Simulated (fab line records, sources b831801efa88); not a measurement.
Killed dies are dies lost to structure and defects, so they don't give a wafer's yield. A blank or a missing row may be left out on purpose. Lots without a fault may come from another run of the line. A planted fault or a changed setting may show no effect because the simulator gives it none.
A struck lot beside a sound one | flow sky130 | 16 steps out of a route of 708
Sound: wafers L561.4, L561.5, L561.6. Struck: wafer L567.2. (L567.1, L567.4 of the same lot were not struck and are left out.) The cause comes at the end.
At each step with rows: each side's tool, then ch and its chambers, then its first start. Under that, the readings that differ: sound wafers | struck wafers | difference of the means | sigmas: that difference in standard deviations of wafers without a fault.
alike: readings whose means differ by less than 2 such deviations, and words and numbers that are the same on both sides. not compared: withheld readings, readings that some wafer has no value for, bounds like >300 that may hide the same value, and numbers for which the record gives no deviation and whose values overlap.
The two part at a step that has a row with sigmas, a row that says differs or no value, or rows on one side only. Numbers that don't overlap but have no deviation are shown without sigmas and don't part them. A reading that every wafer of one side lacks parts them only if that side has two wafers or more.

first, 1 step without rows for these wafers: SKY_FIELD_ISO_CVD_03 (deposits Si3N4 from DCS/NH3, target thk 165 nm, time 2830 s).
SKY_FIELD_ISO_THK_MEAS_04:
  sound on film_metro-03, day 1 14:38; struck on film_metro-03, day 2 20:33
  alike: FIELD_ISO_CVD_03_THK
then, 8 steps without rows for these wafers: SKY_FIELD_ISO_DEHYDRATE_05 (time 60 s); SKY_FIELD_ISO_HMDS_06 (prime time 60 s); SKY_FIELD_ISO_COAT_07 (resist thk 60 nm); SKY_FIELD_ISO_COAT_08 (resist thk 450 nm); SKY_FIELD_ISO_SOFTBAKE_09 (time 90 s); SKY_FIELD_ISO_EXPOSE_10 (exposes mask FOM, target cd 150 nm); SKY_FIELD_ISO_PEB_11; SKY_FIELD_ISO_DEVELOP_12 (develop time 60 s).
SKY_FIELD_ISO_CD_MEAS_13: target cd 150 nm.
  sound on cd_sem-02, day 2 05:15; struck on cd_sem-02, day 3 12:32
  alike: cd_nm
SKY_FIELD_ISO_ETCH_14: etches BARC in N2/H2, stops on SiO2, time 45.9 s, target depth 60 nm.
  sound on rie_diel-02 ch 1,2,3, day 2 05:19; struck on rie_diel-02 ch 1, day 3 12:39
  alike: drypump_motor_current_A, oes_product_au, rf_fwd_power_W, throttle_valve_pct
  not compared: rf_hours_counter_h
SKY_FIELD_ISO_ETCH_15: etches the open film in CHF3/O2, stops on Si, target depth 180 nm, time 72 s.
  sound on rie_diel-02 ch 1,2,3, day 2 05:21; struck on rie_diel-02 ch 1, day 3 12:41
  reading                                          | sound             | struck | difference | sigmas
  rf_fwd_power_W (W)                               | 594.1 596.0 600.2 | 591.3  | -5.5       | -2
  model.KrF-thick_of_FIELD_ISO_COAT_08.thk_nm (nm) | 229.4 231 242.3   | 134.9  | -99.3      |
  alike: drypump_motor_current_A, oes_product_au, throttle_valve_pct
  not compared: rf_hours_counter_h
SKY_FIELD_ISO_STRIP_16: strips in O2/N2.
  sound on plasma_asher-01 ch 0,1, day 2 05:26; struck on plasma_asher-02 ch 1, day 3 12:45
  reading                      | sound             | struck | difference                   | sigmas
  oes_product_au (a.u.)        | 0.372 0.371 0.385 | 0.333  | -0.043                       | -8
  rf_hours_counter_h (h)       | - - -             | 38     | no value on the sound wafers |
  strip_time_to_endpoint_s (s) | 3.47 3.49 3.63    | 2.43   | -1.10                        | -22
  alike: drypump_motor_current_A
SKY_FIELD_ISO_ETCH_17: etches Si in HBr/Cl2/O2, target depth 342 nm, time 97.7 s.
  sound on rie_si-01 ch 0,2,3, day 2 05:31; struck on rie_si-01 ch 3, day 3 12:51
  alike: drypump_motor_current_A, oes_product_au, rf_fwd_power_W, throttle_valve_pct
  not compared: rf_hours_counter_h
-- the record jumps here: 44 days lie between the struck wafers' starts before and after (it left off in module FIELD_ISO and takes up again in module PAD_OPEN, whose first step shown is number 708 of the route) --
SKY_PAD_OPEN_PROBE_99:
  sound on prober-02, day 45 20:17; struck on prober-02, day 47 09:34
  reading                                   | sound                | struck | difference | sigmas
  killed_at_M0_to_M3                        | 41 35 55             | 31     | -13        | -2
  model.etest.sram_nfet_pass.off_log10_a_um | -12.58 -12.35 -12.71 | -13.48 | -0.93      |
  model.etest.sram_nfet_pass.vt_v (V)       | 0.6489 0.6392 0.6631 | 0.7436 | +0.0932    |
  model.etest.sram_nfet_pass.vt_sat_v (V)   | 0.5463 0.5375 0.5685 | 0.6441 | +0.0933    |
  alike: killed_at_M4_up, killed_at_contacts, killed_at_front_end, killed_at_other, killed_dies, killed_open, killed_short
  not compared: model.etest.cap_poly_to_well.c_af_um2

WHERE THEY PART
First at SKY_FIELD_ISO_ETCH_15; last, within this record, at SKY_PAD_OPEN_PROBE_99.

WHY: what the simulator had put in
Process parameter drift: rie_diel-02, from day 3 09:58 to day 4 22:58, at SKY_FIELD_ISO_ETCH_15. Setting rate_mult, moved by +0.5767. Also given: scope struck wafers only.
